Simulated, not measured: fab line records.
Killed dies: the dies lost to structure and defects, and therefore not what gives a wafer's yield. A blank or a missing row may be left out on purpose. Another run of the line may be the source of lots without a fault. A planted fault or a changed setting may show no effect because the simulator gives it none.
Matching of chambers -- flow gf180mcu -- GF_V1_CMP_26 on cmp-01: 4 sister chambers
The step polishes, stops on SiO2, t overpolish 15 s, target thk 0 nm. 17 wafers are shown with their chamber, then 8 later ones without.

== WAFERS WITH THEIR CHAMBER ==
wafer,chamber,motor_current_A (A),time_to_endpoint_s (s),overpolish_run_s (s)
L948.1,0,11.3,82,15.002
L948.4,2,9.9,83,14.996
L948.5,3,10.9,83,15.009
L947.4,2,10.5,86,15.006
L947.5,1,9.9,82,15.009
L947.6,0,11.3,82,15.000
L949.4,1,10.2,89,15.013
L949.6,1,9.7,85,15.006
L950.2,2,10.0,83,15.002
L950.4,3,11.0,87,14.989
L958.2,0,11.6,83,15.018
L958.3,1,10.1,85,15.003
L958.5,0,11.9,81,14.995
L959.2,1,9.8,85,14.995
L959.4,2,10.5,86,14.990
L959.6,1,10.3,88,15.008
L960.1,2,10.4,85,15.002

SIGNATURES, as means of the wafers listed above
reading,chamber 0,chamber 1,chamber 2,chamber 3,scatter within a chamber
motor_current_A,11.525,10.000,10.260,10.950,0.258
time_to_endpoint_s,82.00,85.67,84.60,85.00,1.97
overpolish_run_s,15.00375,15.00567,14.99920,14.99900,0.00806
Rule: a wafer lies at a distance from a chamber equal to the root of the sum of squares, over the readings, of (its reading less the chamber's mean, divided by the reading's scatter). The wafer belongs to the nearest chamber; if the next one is less than 2 further off, it can't be placed. The scatter: the root of (the sum of the squares of (reading less its chamber's mean) over the shown wafers, divided by (wafers less chambers)).

== WAFERS WITH NO CHAMBER GIVEN ==
wafer,motor_current_A (A),time_to_endpoint_s (s),overpolish_run_s (s)
L960.3,10.4,86,15.005
L960.5,11.1,87,14.998
L963.1,10.6,92,15.000
L963.3,9.9,90,14.983
L963.5,10.3,94,15.010
L964.3,11.7,82,15.015
L964.5,11.6,81,14.997
L964.6,9.6,85,15.005

== WHICH CHAMBER EACH WENT THROUGH ==
wafer,from the rows above,in truth
L960.3,can't be placed: 2 or 1 or 3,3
L960.5,can't be placed: 3 or 0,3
L963.1,can't be placed: 3 or 2 or 1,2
L963.3,can't be placed: 1 or 2 or 3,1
L963.5,can't be placed: 1 or 2 or 3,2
L964.3,0,0
L964.5,0,0
L964.6,can't be placed: 1 or 2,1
2 of 8 placed correctly. From these rows, 6 cannot be placed; in 6 the true chamber is one of the candidates. 0 placed wrongly.
